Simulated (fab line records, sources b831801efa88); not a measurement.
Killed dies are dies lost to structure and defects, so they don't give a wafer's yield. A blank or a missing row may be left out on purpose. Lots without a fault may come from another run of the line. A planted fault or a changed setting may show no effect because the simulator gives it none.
Problem report in the 8D (eight disciplines) form, filled by code | flow sky130 | the parts of the form that need people (team, actions taken, sign-off) are left out

1. THE PROBLEM
VIA4_HDPCVD_THK at SKY_VIA4_THK_MEAS_01 reads a mean of 803 nm on 5 wafers of 2 lots; wafers without a fault read 1743 nm with a standard deviation of 18. That is -52 standard deviations from the usual mean.
First seen on wafer L997.1, day 43 19:44, on film_metro-03. The record holds 39 wafers of 13 lots with a number at this step. Rule for "out", or "out of limits": more than 4 standard deviations from the usual mean. The other wafers with a number count as sound.

2. WHAT IT IS AND WHAT IT IS NOT
question                    | is                                     | is not
which readings at this step | VIA4_HDPCVD_THK                        | -
which lots                  | L997, L998                             | L101, L105, L107, L108, L109, L110, L111, L112, L113, L990, L995
which wafers of those lots  | L997.1, L997.2, L997.3, L998.1, L998.3 | L998.6
read on which gauges        | film_metro-03                          | film_metro-02, film_metro-04
when                        | from day 43 19:44                      | up to then (6 sound wafers); but 28 sound wafers of L101, L105, L107, L108, L109, L110, L111, L112, L113, L998 came after

3. SUSPECTS, AND WHAT RULES EACH OUT
Counting: a tool at a process step up to the reading stays a suspect if it ran every lot that is out. Sound lots after the first of them don't rule it out here, since some wafers of a struck lot are sound.
- the gauge at SKY_VIA4_THK_MEAS_01: kept. All the wafers that are out were read on film_metro-03, and no step on other tools shows them out.
- hdpcvd-01 at SKY_VIA4_HDPCVD_00 (deposits SiO2, target thk 1750 nm, time 291.7 s): kept. It ran every lot that is out, first L997 (day 43 19:34).
Left after counting: hdpcvd-01 at SKY_VIA4_HDPCVD_00, film_metro-03 at SKY_VIA4_THK_MEAS_01.

4. THE CAUSE (what the simulator had put in)
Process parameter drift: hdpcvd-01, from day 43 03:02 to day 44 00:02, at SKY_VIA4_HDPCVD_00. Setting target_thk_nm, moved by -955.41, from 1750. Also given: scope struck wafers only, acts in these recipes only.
Counting left 2 suspects, and this tool is among them.

5. THE CHAIN OF EFFECTS, in route order
Each row: a reading whose mean over the struck wafers that have a number lies more than 3 standard deviations from the usual. Only readings for which the record gives a usual standard deviation are gone through. hours: the time from each lot's start at the first step in this table that gives one to its start at this step, as a median over the lots. sigmas: the change in usual standard deviations.
hours | step                 | reading         | usual   | on struck wafers | change | sigmas
0     | SKY_VIA4_THK_MEAS_01 | VIA4_HDPCVD_THK | 1743 nm | 803              | -940   | -52
Later measuring or inspecting steps at which every struck wafer that the step has a row for has a number for every such reading, and none has moved that far: SKY_VIA4_OVL_MEAS_11.

6. WHAT WOULD HAVE CAUGHT IT SOONER
In this record the first reading out of limits at a measuring or inspecting step was taken at day 43 19:44, 17 hours after the fault began at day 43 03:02.
Of the tool readings at SKY_VIA4_HDPCVD_00 for which the record gives a usual standard deviation, none was out on any struck wafer, so an alarm limit of 4 standard deviations on them would not have fired.
Of the lots that are out (2), L998 began SKY_VIA4_HDPCVD_00 on hdpcvd-01 after day 43 19:44. A hold on the tool at that time would have spared it.
